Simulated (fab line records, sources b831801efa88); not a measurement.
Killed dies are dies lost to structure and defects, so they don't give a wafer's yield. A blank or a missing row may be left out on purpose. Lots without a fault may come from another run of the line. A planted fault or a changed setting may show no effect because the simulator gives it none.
Which tool did it? | flow gf180mcu | 11 lots, 33 wafers sampled, at 5 steps of a route of 602

WHAT THE GAUGES READ, wafer by wafer
GF_VT_IMPLANT_OVL_MEAS_29.
lot  | measured     | on         | VT_IMPLANT_02_OVL (nm)
L831 | day 6 22:01  | overlay-01 | -1.3 0.4 0.3
L832 | day 7 05:26  | overlay-02 | -0.2 1.0 -0.5
L834 | day 7 15:14  | overlay-02 | -0.9 -0.2 0.7
L837 | day 8 12:01  | overlay-02 | 0.0 -1.4 0.3
L839 | day 9 01:49  | overlay-02 | 1.6 1.2 3.1
L840 | day 9 06:56  | overlay-01 | 0.4 0.8 0.5
L844 | day 10 10:23 | overlay-02 | -0.2 -0.5 0.8
L847 | day 11 05:26 | overlay-01 | -1.2 -1.0 -2.4
L848 | day 11 11:44 | overlay-01 | 1.6 1.7 1.2
L849 | day 11 18:08 | overlay-02 | 0.0 0.0 0.3
L852 | day 12 12:08 | overlay-01 | 0.8 2.2 0.8

GF_VT_IMPLANT_RS_MEAS_49: measures by four-point-probe.
lot  | measured     | on            | MVPSD_RS (ohm/sq)
L831 | day 7 14:44  | film_metro-01 | 1168.3 1168.8 1173.4
L832 | day 7 22:17  | film_metro-02 | 1168.5 1171.6 1168.3
L834 | day 8 07:44  | film_metro-01 | 1173.6 1175.9 1176.6
L837 | day 9 05:26  | film_metro-02 | 1167.0 1167.3 1168.0
L839 | day 9 20:06  | film_metro-01 | 1171.1 1165.9 1166.8
L840 | day 10 01:35 | film_metro-02 | 1171.0 1170.9 1172.5
L844 | day 11 04:53 | film_metro-02 | 1175.5 1174.7 1171.9
L847 | day 12 01:30 | film_metro-01 | 1189.2 1188.0 1187.9 1190.9 1184.9 1190.1
L848 | day 12 07:12 | film_metro-02 | 1194.3 1193.5 1198.3 1194.6 1194.5 1195.6
L849 | day 12 14:04 | film_metro-03 | 1170.3 1171.9 1173.4
L852 | day 13 08:21 | film_metro-03 | 1168.8 1168.0 1170.2

WHICH TOOL RAN EACH LOT (tool, then ch and the chambers of the sampled wafers, then the start)
lot  | GF_STI_CMP_25                | GF_MVPSD_IMPLANT_08             | GF_VT_IMPLANT_STRIP_20
L831 | cmp-01 ch 1,3, day 2 03:53   | implanter-04 ch 0, day 5 01:37  | plasma_asher-04 ch 0,1, day 6 07:01
L832 | cmp-02 ch 1,3, day 2 11:56   | implanter-01 ch 0, day 5 08:21  | plasma_asher-02 ch 0,1, day 6 13:49
L834 | cmp-01 ch 0,3, day 2 18:32   | implanter-01 ch 0, day 5 18:08  | plasma_asher-03 ch 0,1, day 6 23:50
L837 | cmp-01 ch 2,3, day 3 11:10   | implanter-02 ch 0, day 6 11:44  | plasma_asher-02 ch 0, day 7 19:49
L839 | cmp-01 ch 0,3, day 3 22:22   | implanter-02 ch 0, day 7 01:12  | plasma_asher-04 ch 0,1, day 8 09:08
L840 | cmp-02 ch 0,1,2, day 4 01:37 | implanter-01 ch 0, day 7 04:59  | plasma_asher-04 ch 0,1, day 8 13:57
L844 | cmp-01 ch 0,1,2, day 5 00:13 | implanter-01 ch 0, day 8 06:38  | plasma_asher-04 ch 1, day 9 17:10
L847 | cmp-01 ch 0,1,2, day 5 15:20 | implanter-01 ch 0, day 9 00:50  | plasma_asher-02 ch 0,1, day 10 12:08
L848 | cmp-01 ch 0,2, day 5 19:28   | implanter-01 ch 0, day 9 05:44  | plasma_asher-03 ch 0,1, day 10 17:52
L849 | cmp-01 ch 0,2,3, day 5 23:52 | implanter-04 ch 0, day 9 12:20  | plasma_asher-04 ch 0,1, day 11 00:28
L852 | cmp-02 ch 0,2,3, day 6 15:44 | implanter-04 ch 0, day 10 03:58 | plasma_asher-04 ch 0,1, day 11 16:46
- GF_STI_CMP_25: polishes, stops on Si3N4, t overpolish 33 s, target thk 524.6 nm.
- GF_MVPSD_IMPLANT_08
- GF_VT_IMPLANT_STRIP_20: strips in O2/N2.

WHAT THE TOOLS THEMSELVES READ (means of the sampled wafers that have a number; where no wafer has one, the mark that the record gives instead)
GF_STI_CMP_25.
lot  | tool   | head_pressure_psi (psi) | motor_current_A (A) | overpolish_run_s (s) | time_to_endpoint_s (s)
L831 | cmp-01 | 4.002                   | 10.5                | 32.997               | 127
L832 | cmp-02 | 4.000                   | 12.7                | 33.003               | 121
L834 | cmp-01 | 3.998                   | 12.2                | 32.995               | 124
L837 | cmp-01 | 4.007                   | 11.4                | 33.008               | 132
L839 | cmp-01 | 3.995                   | 12.1                | 32.996               | 124
L840 | cmp-02 | 3.997                   | 11.5                | 33.006               | 125
L844 | cmp-01 | 4.007                   | 11.8                | 32.996               | 118
L847 | cmp-01 | 3.997                   | 11.1                | 33.008               | 113
L848 | cmp-01 | 3.996                   | 11.9                | 32.997               | 118
L849 | cmp-01 | 3.996                   | 11.6                | 33.008               | 121
L852 | cmp-02 | 4.001                   | 11.1                | 32.991               | 122

GF_MVPSD_IMPLANT_08.
lot  | tool         | beam_energy_keV | beam_on_s (s) | dose_ions_cm2
L831 | implanter-04 | 170.07          | 9.90          | 1.5021e+13
L832 | implanter-01 | 170.00          | 10.09         | 1.4996e+13
L834 | implanter-01 | 169.95          | 10.14         | 1.5022e+13
L837 | implanter-02 | 169.97          | 10.06         | 1.4983e+13
L839 | implanter-02 | 170.00          | 10.17         | 1.4974e+13
L840 | implanter-01 | 169.99          | 9.98          | 1.5017e+13
L844 | implanter-01 | 170.00          | 9.94          | 1.4996e+13
L847 | implanter-01 | 151.52          | 10.00         | 1.5008e+13
L848 | implanter-01 | 151.49          | 10.07         | 1.4996e+13
L849 | implanter-04 | 169.95          | 10.04         | 1.4997e+13
L852 | implanter-04 | 169.97          | 10.21         | 1.5000e+13

GF_VT_IMPLANT_STRIP_20.
lot  | tool            | chamber_pressure_mTorr (mTorr) | drypump_motor_current_A (A) | heater_power_w (W) | o2_flow_sccm (sccm) | oes_product_au (a.u.) | strip_time_to_endpoint_s (s)
L831 | plasma_asher-04 | 1499.8                         | 5.67                        | 389                | 3006                | 0.711                 | 12.62
L832 | plasma_asher-02 | 1499.2                         | 5.63                        | 354                | 3007                | 0.708                 | 12.62
L834 | plasma_asher-03 | 1499.1                         | 5.89                        | 360                | 2996                | 0.721                 | 12.61
L837 | plasma_asher-02 | 1500.1                         | 5.39                        | 361                | 2997                | 0.712                 | 12.55
L839 | plasma_asher-04 | 1499.7                         | 5.66                        | 388                | 2997                | 0.721                 | 12.61
L840 | plasma_asher-04 | 1499.3                         | 5.63                        | 370                | 2996                | 0.718                 | 12.55
L844 | plasma_asher-04 | 1500.8                         | 5.60                        | 357                | 2991                | 0.713                 | 12.63
L847 | plasma_asher-02 | 1500.0                         | 5.62                        | 354                | 3008                | 0.714                 | 12.61
L848 | plasma_asher-03 | 1498.5                         | 5.74                        | 366                | 3001                | 0.717                 | 12.56
L849 | plasma_asher-04 | 1501.0                         | 5.63                        | 377                | 2997                | 0.716                 | 12.56
L852 | plasma_asher-04 | 1500.4                         | 5.66                        | 388                | 2987                | 0.719                 | 12.56

THE ANSWER, worked out from the rows above alone
Rule: what is usual is taken from the lots themselves. Put in order of their means at a reading, lots are off if they are a third of the lots or fewer, leave a main group of 4 or more, and stand apart from it by a gap of 3 or more times the standard deviation of the main group's means; of several such gaps the widest counts. A main group whose means are all the same, to the digits that the tables above print for the reading, isn't used. A lot without any number at a reading at which 4 lots or more have one is off too. The other lots that the step has rows for count as sound. The gauges are gone through in route order, then the tools' own readings, and for those a lot's mean is taken as printed above. The first step at which some lot is off is used, and at that step the reading that is off furthest; a lot without a number counts as furthest.
Off: L847, L848, at GF_VT_IMPLANT_RS_MEAS_49 (MVPSD_RS). The main group: mean 1170.7 ohm/sq, standard deviation 2.5.
A tool fits if, at a process step before that reading, it ran every lot that is off, and no sound lot after the first of them. The gauges at GF_VT_IMPLANT_RS_MEAS_49 aren't tried: what is off there is off at GF_MVPSD_IMPLANT_08 too, on other tools, and a gauge's error can't cause that. One fits: implanter-01 at GF_MVPSD_IMPLANT_08. Its last sound lot is L844 (day 8 06:38), its first lot that is off L847 (day 9 00:50): a fault that began between those two fits.
The tool's own readings at GF_MVPSD_IMPLANT_08 bear it out: on the lots that are off they differ by more than 5 times the standard deviation of the sound lots' means. beam_energy_keV reads 151.50 there against 169.99 on the sound lots.

WHAT THE SIMULATOR HAD PUT IN
Process parameter drift: implanter-01, from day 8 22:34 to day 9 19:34, at GF_MVPSD_IMPLANT_08. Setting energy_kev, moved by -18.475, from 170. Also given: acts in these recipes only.
Lots struck among those shown: L847, L848. The rule above found the same.
